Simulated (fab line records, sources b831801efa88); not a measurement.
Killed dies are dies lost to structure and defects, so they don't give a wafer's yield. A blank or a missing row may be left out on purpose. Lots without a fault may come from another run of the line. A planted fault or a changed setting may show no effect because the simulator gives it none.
fab line records | flow sky130
record lots=24 wafers=72 last_day=50
route steps=708 shown LDD_N@253 SD_P@327 CONTACT@423 VIA1@473 VIA2@519 METAL3@534
lots that met no fault: from a run of the same line without faults
start_h: hours from the record's first day to the start of the lot's first wafer shown | wait_h: hours since the lot's step before | " the same as in the row above | L1.1+2: a row that stands for several wafers | - no value, or no start given | * or withheld: withheld | < > ~ a bound
route shown NAME@n: a module of which the file shows steps, and the number in the route of the first | usual: mean/standard deviation of fault-free wafers | same: alike in all rows | chamber/n: place in a boat | sites: the reading at each site | _std_site: their standard deviation | _edge_site: outer sites' mean less inner sites' | radius_mm: how far each site lies from the wafer's centre | mask NAME#n: copy n | behind: the tool/chamber that last shaped the wafer | hold: why the lot was held/for how many hours/how that ended | device: the transistor (n, p or np) that didn't switch | end of line: the same wafers' tests at the end of the route | a step without rows: its recipe alone | killed: dies lost to structure and defects at the first sort, not the wafer's yield | map: a wafer's dies, x killed, . not, _ none there
set.NAME: the setting as run; set.NAME@STEP: as run at that earlier step | model.NAME: the simulator's own value behind a step, which no gauge read
steps of the route over a sample of lots; a table a step, a row a wafer
services: from which hour (start_h, from the record's first day; less than 0 if before it) a tool's chamber was out of use, for how many hours, and why
## steps
# step SKY_LDD_N_STRIP_16
# recipe chemistry=O2/N2 power_w=1400 pressure_mtorr=1500 platen_temp_c=withheld o2_flow_sccm=3000 n2_flow_sccm=300 overash_fraction=0.5
# usual drypump_motor_current_A=5.7/0.52 n2_flow_sccm=300.0/0.85 oes_product_au=0.407/0.0046 strip_time_to_endpoint_s=4.316/0.015
# columns lot.wafer tool chamber start_h wait_h drypump_motor_current_A n2_flow_sccm oes_product_au rf_hours_counter_h strip_time_to_endpoint_s
L074.2 plasma_asher-04 0 407.71 0.1 6.1 300.9 0.407 60 4.319
L074.3 " 1 " " 4.9 300.2 0.403 - 4.317
L074.6 " 1 " " 4.9 300.3 0.404 - 4.310
L075.1 plasma_asher-02 1 419.73 0.1 6.2 301.1 0.401 73 4.325
L075.3 " 1 " " 6.1 300.3 0.406 - 4.328
L075.6 " 1 " " 6.1 301.0 0.410 - 4.339
L076.1 plasma_asher-04 0 426.81 0.1 6.1 300.2 0.409 62 4.287
L076.2 " 1 " " 4.9 300.5 0.407 62 4.286
L076.4 " 1 " " 4.9 300.4 0.415 - 4.289
L077.2 plasma_asher-02 1 445.62 0.1 6.2 300.3 0.406 76 4.334
L077.3 " 0 " " 5.1 299.0 0.399 - 4.334
L077.6 " 1 " " 6.2 299.8 0.408 - 4.320
L078.2 plasma_asher-02 0 446.11 0.1 5.1 299.6 0.401 76 4.322
L078.3 " 1 " " 6.2 298.4 0.406 - 4.322
L078.6 " 1 " " 6.1 298.5 0.413 - 4.314
L079.1 plasma_asher-03 1 460.73 0.1 5.9 299.9 0.408 3 4.315
L079.3 " 0 " " 6.0 299.5 0.409 - 4.333
L079.4 " 1 " " 5.9 300.2 0.403 - 4.325
L080.1 plasma_asher-02 1 472.81 0.1 6.1 300.3 0.403 79 4.308
L080.4 " 1 " " 6.1 300.3 0.407 - 4.300
L080.5 " 1 " " 6.1 300.4 0.410 - 4.287
L081.1 plasma_asher-03 1 482.13 0.1 5.8 299.4 0.407 5 4.298
L081.2 " 0 " " 6.1 301.0 0.403 5 4.324
L081.3 " 1 " " 5.9 300.0 0.394 - 4.319
L082.1 plasma_asher-04 0 504.26 0.1 6.1 299.7 0.414 69 4.335
L082.2 " 1 " " 4.9 300.9 0.408 69 4.325
L082.3 " 1 " " 4.9 300.1 0.399 - 4.325
L083.1 plasma_asher-04 1 512.45 0.1 4.9 299.4 0.404 70 4.324
L083.3 " 1 " " 4.9 300.1 0.409 - 4.305
L083.6 " 1 " " 4.9 299.9 0.402 - 4.318
L084.2 plasma_asher-04 0 517.06 0.1 6.1 300.9 0.411 71 4.306
L084.4 " 0 " " 6.1 300.7 0.402 - 4.307
L084.6 " 0 " " 6.1 300.7 0.415 - 4.307
L086.1 plasma_asher-04 0 519.53 0.1 6.1 299.1 0.408 71 4.312
L086.3 " 1 " " 4.9 299.6 0.407 - 4.300
L086.6 " 1 " " 4.9 300.7 0.405 - 4.311
L085.3 plasma_asher-04 0 524.31 0.1 6.1 299.8 0.409 - 4.311
L085.4 " 1 " " 4.9 301.8 0.409 - 4.322
L085.6 " 1 " " 4.9 301.9 0.414 - 4.343
L087.2 plasma_asher-03 1 534.00 0.1 5.9 300.4 0.411 10 4.319
L087.4 " 0 " " 6.1 299.1 0.412 - 4.313
L087.5 " 0 " " 6.1 299.7 0.415 - 4.321
L088.1 plasma_asher-03 0 540.05 0.1 6.1 300.9 0.413 11 4.309
L088.3 " 0 " " 6.1 299.2 0.407 - 4.314
L088.6 " 1 " " 5.8 300.8 0.397 - 4.322
L089.1 plasma_asher-02 0 548.36 0.1 5.1 299.1 0.415 86 4.333
L089.2 " 1 " " 6.1 301.3 0.404 86 4.308
L089.3 " 1 " " 6.1 300.5 0.408 - 4.311
L090.2 plasma_asher-02 0 550.30 0.1 5.1 300.1 0.405 86 4.337
L090.4 " 0 " " 5.1 298.9 0.412 - 4.341
L090.6 " 1 " " 6.2 300.6 0.408 - 4.332
L091.1 plasma_asher-03 0 562.60 0.1 6.0 300.4 0.405 13 4.315
L091.3 " 0 " " 6.1 300.1 0.406 - 4.330
L091.5 " 0 " " 6.1 300.4 0.406 - 4.309
L092.1 plasma_asher-04 1 572.36 0.1 4.9 299.6 0.412 76 4.315
L092.2 " 0 " " 6.1 299.0 0.407 76 4.315
L092.6 " 0 " " 6.1 297.5 0.411 - 4.314
L093.4 plasma_asher-04 1 577.39 0.1 4.9 300.6 0.410 - 4.318
L093.5 " 1 " " 4.9 299.8 0.404 - 4.328
L093.6 " 0 " " 6.1 299.9 0.409 - 4.327
L095.1 plasma_asher-03 1 601.18 0.1 5.9 299.5 0.407 17 4.317
L095.3 " 0 " " 6.0 299.3 0.410 - 4.288
L095.6 " 0 " " 6.1 300.1 0.403 - 4.322
L094.3 plasma_asher-03 1 602.46 0.1 5.8 299.6 0.398 - 4.312
L094.4 " 0 " " 6.1 299.3 0.409 - 4.321
L094.5 " 0 " " 6.1 297.7 0.403 - 4.312
L096.4 plasma_asher-04 1 603.36 0.1 4.9 299.1 0.407 - 4.296
L096.5 " 1 " " 4.9 300.1 0.404 - 4.302
L096.6 " 0 " " 6.1 299.1 0.413 - 4.298
L097.1 plasma_asher-02 0 608.80 0.1 5.1 301.9 0.400 92 4.314
L097.4 " 1 " " 6.1 300.8 0.407 - 4.291
L097.5 " 0 " " 5.1 302.8 0.403 - 4.311
# step SKY_SD_P_CD_MEAS_07
# recipe target_cd_nm=380
# usual cd_nm=380.3/2.8
# columns lot.wafer tool chamber start_h wait_h cd_nm
L074.2 cd_sem-01 - 593.94 0.1 380.8
L074.3 " - " " 380.5
L074.6 " - " " 379.7
L075.1 cd_sem-01 - 608.17 0.1 379.2
L075.3 " - " " 383.8
L075.6 " - " " 384.9
L076.1 cd_sem-01 - 614.17 0.1 378.4
L076.2 " - " " 379.3
L076.4 " - " " 377.6
L077.2 cd_sem-01 - 633.17 0.1 382.6
L077.3 " - " " 379.4
L077.6 " - " " 380.7
L078.2 cd_sem-02 - 633.47 0.1 381.8
L078.3 " - " " 384.7
L078.6 " - " " 380.2
L079.1 cd_sem-02 - 646.97 0.1 382.7
L079.3 " - " " 384.6
L079.4 " - " " 384.5
L080.1 cd_sem-02 - 657.75 0.1 380.0
L080.4 " - " " 379.4
L080.5 " - " " 379.4
L081.1 cd_sem-02 - 666.70 0.1 380.2
L081.2 " - " " 381.5
L081.3 " - " " 379.8
L082.1 cd_sem-01 - 686.30 0.1 379.5
L082.2 " - " " 379.8
L082.3 " - " " 377.2
L083.1 cd_sem-01 - 693.22 0.1 384.7
L083.3 " - " " 383.2
L083.6 " - " " 383.4
L084.2 cd_sem-01 - 697.84 0.1 383.8
L084.4 " - " " 383.2
L084.6 " - " " 382.4
L086.1 cd_sem-01 - 701.07 0.1 385.3
L086.3 " - " " 382.1
L086.6 " - " " 385.2
L085.3 cd_sem-01 - 704.56 0.1 377.0
L085.4 " - " " 377.5
L085.6 " - " " 378.4
L087.2 cd_sem-01 - 714.52 0.1 386.2
L087.4 " - " " 383.4
L087.5 " - " " 385.6
L088.1 cd_sem-01 - 717.77 0.1 376.3
L088.3 " - " " 378.7
L088.6 " - " " 377.1
L089.1 cd_sem-01 - 728.20 0.1 375.6
L089.2 " - " " 375.0
L089.3 " - " " 377.4
L090.2 cd_sem-01 - 729.17 0.1 381.8
L090.4 " - " " 382.3
L090.6 " - " " 380.3
L091.1 cd_sem-02 - 740.40 0.1 379.5
L091.3 " - " " 379.7
L091.5 " - " " 380.3
L092.1 cd_sem-02 - 745.90 0.1 379.3
L092.2 " - " " 380.5
L092.6 " - " " 379.8
L093.4 cd_sem-02 - 752.43 0.1 377.1
L093.5 " - " " 378.1
L093.6 " - " " 376.9
L095.1 cd_sem-02 - 772.37 0.1 380.4
L095.3 " - " " 382.8
L095.6 " - " " 379.8
L094.3 cd_sem-01 - 775.84 0.1 376.5
L094.4 " - " " 377.2
L094.5 " - " " 378.9
L096.4 cd_sem-02 - 776.43 0.1 378.5
L096.5 " - " " 379.8
L096.6 " - " " 381.7
L097.1 cd_sem-02 - 780.90 0.1 376.3
L097.4 " - " " 378.3
L097.5 " - " " 377.2
# step SKY_CONTACT_ETCH_17
# recipe target=SiO2 chemistry=C4F8/O2/Ar stop_on=Si3N4 mask_material=KrF-thick source_w=1500 bias_w=1200 pressure_mtorr=40 c4f8_flow_sccm=withheld O2_flow_sccm=6 Ar_flow_sccm=300 time_s=withheld target_depth_a=3400
# usual bias_w=1201/3.4 oes_product_au=0.892/0.0045
# columns lot.wafer tool chamber start_h wait_h bias_w oes_product_au
L074.2 rie_diel-01 1 743.40 0.0 1202 0.897
L074.3 " 0 " " 1199 0.887
L074.6 " 2 " " 1200 0.889
L075.1 rie_diel-03 3 753.54 0.0 1204 0.893
L075.3 " 2 " " 1204 0.901
L075.6 " 0 " " 1203 0.895
L076.1 rie_diel-03 0 761.34 0.0 1202 0.894
L076.2 " 2 " " 1205 0.890
L076.4 " 1 " " 1202 0.897
L077.2 rie_diel-03 3 778.50 0.0 1201 0.901
L077.3 " 1 " " 1195 0.895
L077.6 " 0 " " 1202 0.898
L078.2 rie_diel-04 1 779.02 0.0 1199 0.891
L078.3 " 3 " " 1203 0.893
L078.6 " 1 " " 1198 0.895
L079.1 rie_diel-04 1 790.29 0.0 1203 0.888
L079.3 " 2 " " 1205 0.891
L079.4 " 0 " " 1203 0.895
L080.1 rie_diel-04 0 803.52 0.0 1194 0.885
L080.4 " 3 " " 1200 0.887
L080.5 " 3 " " 1193 0.892
L081.1 rie_diel-03 1 808.94 0.0 1198 0.894
L081.2 " 2 " " 1199 0.888
L081.3 " 3 " " 1201 0.892
L082.1 rie_diel-01 1 829.99 0.0 1198 0.895
L082.2 " 3 " " 1206 0.889
L082.3 " 0 " " 1198 0.901
L083.1 rie_diel-04 0 834.50 0.0 1203 0.896
L083.3 " 1 " " 1195 0.892
L083.6 " 0 " " 1200 0.897
L084.2 rie_diel-01 1 837.64 0.0 1206 0.891
L084.4 " 2 " " 1200 0.888
L084.6 " 1 " " 1197 0.894
L086.1 rie_diel-01 0 842.59 0.0 1204 0.895
L086.3 " 1 " " 1201 0.887
L086.6 " 3 " " 1200 0.886
L085.3 rie_diel-04 1 843.90 0.0 1199 0.895
L085.4 " 1 " " 1199 0.894
L085.6 " 3 " " 1203 0.897
L087.2 rie_diel-01 3 855.17 0.0 1197 0.887
L087.4 " 2 " " 1204 0.890
L087.5 " 2 " " 1202 0.893
L088.1 rie_diel-03 1 857.79 0.0 1208 0.894
L088.3 " 3 " " 1198 0.895
L088.6 " 2 " " 1206 0.897
L089.1 rie_diel-01 0 868.05 0.0 1201 0.900
L089.2 " 2 " " 1191 0.886
L089.3 " 1 " " 1200 0.890
L090.2 rie_diel-03 2 869.20 0.0 1200 0.892
L090.4 " 1 " " 1203 0.894
L090.6 " 1 " " 1203 0.892
L091.1 rie_diel-01 3 878.45 0.0 1206 0.889
L091.3 " 2 " " 1199 0.891
L091.5 " 2 " " 1201 0.895
L092.1 rie_diel-01 0 883.64 0.0 1200 0.882
L092.2 " 3 " " 1197 0.890
L092.6 " 0 " " 1202 0.898
L093.4 rie_diel-04 0 890.09 0.0 1204 0.898
L093.5 " 3 " " 1196 0.892
L093.6 " 0 " " 1204 0.890
L095.1 rie_diel-01 2 908.99 0.0 1202 0.883
L095.3 " 3 " " 1200 0.892
L095.6 " 0 " " 1197 0.899
L094.3 rie_diel-01 3 914.04 0.0 1206 0.892
L094.4 " 2 " " 1198 0.895
L094.5 " 1 " " 1203 0.897
L096.4 rie_diel-03 1 917.89 0.0 1202 0.893
L096.5 " 2 " " 1200 0.888
L096.6 " 3 " " 1201 0.891
L097.1 rie_diel-04 0 918.07 0.0 1201 0.897
L097.4 " 2 " " 1198 0.892
L097.5 " 3 " " 1199 0.891
# step SKY_VIA1_ETCH_15
# recipe target=SiO2 chemistry=C4F8/O2/Ar target_depth_nm=351 stop_on=TiN mask_material=KrF-thick source_w=1500 bias_w=1200 pressure_mtorr=40 c4f8_flow_sccm=withheld O2_flow_sccm=6 Ar_flow_sccm=300 time_s=54
# usual bias_w=1200/3.6 oes_product_au=0.980/0.0055
# same time_s=54
# columns lot.wafer tool chamber start_h wait_h bias_w oes_product_au rf_hours_counter_h
L074.2 rie_diel-01 0 800.74 0.0 1197 0.978 9
L074.3 " 3 " " 1197 0.976 4
L074.6 " 3 " " 1197 0.978 -
L075.1 rie_diel-01 0 811.34 0.0 1199 0.984 9
L075.3 " 3 " " 1205 0.983 5
L075.6 " 1 " " 1200 0.984 -
L076.1 rie_diel-01 3 818.62 0.0 1199 0.980 5
L076.2 " 0 " " 1204 0.986 9
L076.4 " 0 " " 1206 0.979 -
L077.2 rie_diel-02 3 835.99 0.0 1204 0.979 0
L077.3 " 2 " " 1202 0.983 6
L077.6 " 1 " " 1198 0.981 -
L078.2 rie_diel-01 2 836.30 0.0 1199 0.981 13
L078.3 " 3 " " 1197 0.986 6
L078.6 " 0 " " 1201 0.976 -
L079.1 rie_diel-01 2 847.00 0.0 1205 0.982 13
L079.3 " 1 " " 1201 0.985 14
L079.4 " 3 " " 1198 0.969 6
L080.1 rie_diel-03 1 859.77 0.0 1206 0.976 19
L080.4 " 1 " " 1207 0.977 -
L080.5 " 3 " " 1204 0.987 -
L081.1 rie_diel-03 2 864.82 0.0 1202 0.982 14
L081.2 " 0 " " 1193 0.979 1
L081.3 " 1 " " 1203 0.978 19
L082.1 rie_diel-02 2 885.60 0.0 1194 0.974 7
L082.2 " 1 " " 1203 0.973 18
L082.3 " 0 " " 1196 0.980 5
L083.1 rie_diel-02 1 890.82 0.0 1202 0.976 18
L083.3 " 3 " " 1200 0.976 2
L083.6 " 2 " " 1201 0.988 -
L084.2 rie_diel-01 3 893.65 0.0 1201 0.985 8
L084.4 " 2 " " 1200 0.996 15
L084.6 " 0 " " 1198 0.980 -
L086.1 rie_diel-01 1 898.10 0.0 1201 0.991 16
L086.3 " 0 " " 1205 0.977 12
L086.6 " 2 " " 1198 0.988 -
L085.3 rie_diel-02 1 898.92 0.0 1197 0.971 18
L085.4 " 0 " " 1201 0.968 6
L085.6 " 0 " " 1198 0.983 -
L087.2 rie_diel-03 3 910.35 0.0 1199 0.978 23
L087.4 " 0 " " 1194 0.988 2
L087.5 " 1 " " 1199 0.977 -
L088.1 rie_diel-03 2 912.45 0.0 1201 0.983 15
L088.3 " 1 " " 1202 0.982 20
L088.6 " 0 " " 1200 0.978 -
L089.1 rie_diel-01 0 922.39 0.0 1193 0.976 13
L089.2 " 2 " " 1202 0.978 16
L089.3 " 1 " " 1204 0.982 17
L090.2 rie_diel-01 2 923.55 0.0 1202 0.973 16
L090.4 " 3 " " 1198 0.981 9
L090.6 " 1 " " 1205 0.986 -
L091.1 rie_diel-02 1 933.32 0.0 1196 0.970 19
L091.3 " 2 " " 1202 0.983 9
L091.5 " 0 " " 1198 0.981 -
L092.1 rie_diel-03 1 937.87 0.0 1202 0.975 21
L092.2 " 3 " " 1204 0.976 24
L092.6 " 2 " " 1200 0.991 -
L093.4 rie_diel-01 2 944.34 0.0 1203 0.975 17
L093.5 " 2 " " 1203 0.971 -
L093.6 " 3 " " 1197 0.978 -
L095.1 rie_diel-02 3 962.02 0.0 1207 0.978 4
L095.3 " 0 " " 1196 0.985 7
L095.6 " 1 " " 1202 0.984 -
L094.3 rie_diel-01 1 967.35 0.0 1201 0.988 18
L094.4 " 3 " " 1205 0.989 10
L094.5 " 0 " " 1206 0.974 -
L096.4 rie_diel-01 2 968.97 0.0 1201 0.976 17
L096.5 " 2 " " 1201 0.983 -
L096.6 " 1 " " 1202 0.989 -
L097.1 rie_diel-01 0 970.69 0.0 1197 0.976 15
L097.4 " 3 " " 1204 0.978 10
L097.5 " 3 " " 1201 0.988 -
# step SKY_VIA2_CD_MEAS_12
# recipe target_cd_nm=200
# usual cd_nm=199.8/1.5
# columns lot.wafer tool chamber start_h wait_h cd_nm
L074.2 cd_sem-01 - 856.24 - 200.7
L074.3 " - " " 199.3
L074.6 " - " " 199.2
L075.1 cd_sem-02 - 866.82 - 197.0
L075.3 " - " " 197.3
L075.6 " - " " 196.1
L076.1 cd_sem-02 - 873.87 - 198.3
L076.2 " - " " 198.4
L076.4 " - " " 199.1
L077.2 cd_sem-01 - 891.37 - 198.9
L077.3 " - " " 200.5
L077.6 " - " " 199.1
L078.2 cd_sem-02 - 891.79 - 201.1
L078.3 " - " " 200.4
L078.6 " - " " 200.8
L079.1 cd_sem-01 - 902.32 - 197.1
L079.3 " - " " 197.1
L079.4 " - " " 197.1
L080.1 cd_sem-01 - 914.79 - 201.7
L080.4 " - " " 201.6
L080.5 " - " " 201.7
L081.1 cd_sem-02 - 920.05 - 201.5
L081.2 " - " " 202.6
L081.3 " - " " 202.9
L082.1 cd_sem-02 - 939.64 - 200.3
L082.2 " - " " 200.9
L082.3 " - " " 201.7
L083.1 cd_sem-01 - 945.42 - 201.2
L083.3 " - " " 201.3
L083.6 " - " " 202.9
L084.2 cd_sem-02 - 947.77 - 200.1
L084.4 " - " " 200.8
L084.6 " - " " 201.7
L086.1 cd_sem-02 - 950.65 - 200.9
L086.3 " - " " 200.6
L086.6 " - " " 201.2
L085.3 cd_sem-02 - 951.16 - 199.5
L085.4 " - " " 199.5
L085.6 " - " " 199.4
L087.2 cd_sem-01 - 962.56 - 198.6
L087.4 " - " " 198.6
L087.5 " - " " 196.3
L088.1 cd_sem-02 - 965.40 - 199.1
L088.3 " - " " 198.6
L088.6 " - " " 199.4
L089.1 cd_sem-02 - 974.72 - 199.9
L089.2 " - " " 199.8
L089.3 " - " " 200.2
L090.2 cd_sem-01 - 975.01 - 199.8
L090.4 " - " " 199.4
L090.6 " - " " 200.4
L091.1 cd_sem-02 - 984.55 - 199.0
L091.3 " - " " 199.3
L091.5 " - " " 199.6
L092.1 cd_sem-01 - 989.37 - 198.4
L092.2 " - " " 199.5
L092.6 " - " " 199.9
L093.4 cd_sem-01 - 995.30 - 198.2
L093.5 " - " " 199.9
L093.6 " - " " 200.1
L095.1 cd_sem-01 - 1012.44 - 201.6
L095.3 " - " " 201.5
L095.6 " - " " 201.0
L094.3 cd_sem-02 - 1017.86 - 199.5
L094.4 " - " " 200.4
L094.5 " - " " 198.5
L096.4 cd_sem-01 - 1020.26 - 199.7
L096.5 " - " " 200.4
L096.6 " - " " 201.0
L097.1 cd_sem-01 - 1020.87 - 197.8
L097.4 " - " " 199.0
L097.5 " - " " 197.7
# step SKY_METAL3_SPUTTER_02
# recipe material=AlCu target_thk_nm=735 power_w=10600 time_s=39.1 chamber_pressure_pa=0.4
# usual cathode_dc_power_W=10600/1.7 throttle_valve_pct=29.7/1.2
# same time_s=39.1
# columns lot.wafer tool chamber start_h wait_h cathode_dc_power_W throttle_valve_pct
L074.2 pvd_sputter-04 - 857.82 0.0 10600 30.1
L074.3 " - " " 10599 30.6
L074.6 " - " " 10600 28.8
L075.1 pvd_sputter-02 - 868.40 0.0 10600 29.8
L075.3 " - " " 10597 28.7
L075.6 " - " " 10598 31.3
L076.1 pvd_sputter-04 - 875.45 0.0 10604 30.2
L076.2 " - " " 10600 29.3
L076.4 " - " " 10600 29.5
L077.2 pvd_sputter-03 - 892.93 0.0 10601 26.4
L077.3 " - " " 10601 30.5
L077.6 " - " " 10600 30.1
L078.2 pvd_sputter-04 - 893.35 0.0 10598 30.0
L078.3 " - " " 10599 30.4
L078.6 " - " " 10601 28.8
L079.1 pvd_sputter-02 - 903.94 0.0 10600 28.1
L079.3 " - " " 10602 30.7
L079.4 " - " " 10600 31.3
L080.1 pvd_sputter-03 - 916.36 0.0 10600 26.7
L080.4 " - " " 10600 30.7
L080.5 " - " " 10597 30.3
L081.1 pvd_sputter-03 - 921.66 0.0 10599 30.7
L081.2 " - " " 10601 26.6
L081.3 " - " " 10599 30.3
L082.1 pvd_sputter-04 - 941.22 0.0 10601 30.0
L082.2 " - " " 10601 29.6
L082.3 " - " " 10600 30.6
L083.1 pvd_sputter-04 - 946.99 0.0 10601 28.9
L083.3 " - " " 10601 29.4
L083.6 " - " " 10597 28.9
L084.2 pvd_sputter-04 - 949.32 0.0 10598 30.6
L084.4 " - " " 10598 29.4
L084.6 " - " " 10601 30.6
L085.3 pvd_sputter-03 - 952.70 0.0 10602 26.3
L085.4 " - " " 10601 30.1
L085.6 " - " " 10600 29.4
L086.1 pvd_sputter-02 - 952.83 0.0 10595 29.8
L086.3 " - " " 10599 28.2
L086.6 " - " " 10599 28.3
L087.2 pvd_sputter-04 - 964.12 0.0 10603 30.5
L087.4 " - " " 10600 29.5
L087.5 " - " " 10600 30.0
L088.1 pvd_sputter-03 - 967.01 0.0 10596 26.5
L088.3 " - " " 10602 30.1
L088.6 " - " " 10598 26.5
L089.1 pvd_sputter-02 - 976.33 0.0 10600 28.5
L089.2 " - " " 10599 29.9
L089.3 " - " " 10599 31.5
L090.2 pvd_sputter-03 - 976.62 0.0 10603 29.2
L090.4 " - " " 10597 30.6
L090.6 " - " " 10600 30.1
L091.1 pvd_sputter-04 - 986.13 0.0 10598 30.5
L091.3 " - " " 10600 29.1
L091.5 " - " " 10599 30.5
L092.1 pvd_sputter-02 - 990.99 0.0 10599 29.5
L092.2 " - " " 10597 30.5
L092.6 " - " " 10598 31.6
L093.4 pvd_sputter-02 - 996.88 0.0 10599 30.9
L093.5 " - " " 10598 28.4
L093.6 " - " " 10599 31.4
L095.1 pvd_sputter-02 - 1014.02 0.0 10600 29.9
L095.3 " - " " 10602 28.1
L095.6 " - " " 10602 30.9
L094.3 pvd_sputter-03 - 1019.39 0.0 10602 26.4
L094.4 " - " " 10598 30.5
L094.5 " - " " 10598 30.4
L096.4 pvd_sputter-03 - 1021.79 0.0 10601 30.7
L096.5 " - " " 10602 29.4
L096.6 " - " " 10601 30.1
L097.1 pvd_sputter-04 - 1022.51 0.0 10598 29.9
L097.4 " - " " 10602 29.4
L097.5 " - " " 10599 30.2
## services
# columns tool chamber start_h hours kind
rie_diel-01 3 419.32 35.4 repair
rie_diel-01 2 484.74 2.4 repair
rie_diel-01 3 492.05 1.2 repair
rie_diel-01 2 521.37 7.7 repair
rie_diel-01 3 523.99 5.7 repair
rie_diel-03 1 535.73 5.6 repair
rie_diel-03 3 554.60 1.8 repair
rie_diel-03 1 558.07 2.2 repair
rie_diel-01 1 560.80 3.6 repair
rie_diel-03 2 562.84 9.5 repair
rie_diel-03 1 673.87 18.9 repair
rie_diel-01 0 676.67 6.6 repair
rie_diel-03 2 681.03 22.9 repair
rie_diel-01 3 684.43 9.5 repair
rie_diel-01 1 728.51 5.6 repair
rie_diel-03 1 729.34 15.0 repair
rie_diel-01 - 758.15 14.6 pm
rie_diel-03 - 770.23 0.6 repair
rie_diel-03 2 778.72 9.5 repair
rie_diel-03 0 791.14 3.5 repair
rie_diel-01 2 814.95 5.2 repair
rie_diel-03 2 835.33 6.9 repair
rie_diel-03 0 851.20 11.3 repair
rie_diel-03 - 884.56 0.2 repair
## key
fault none
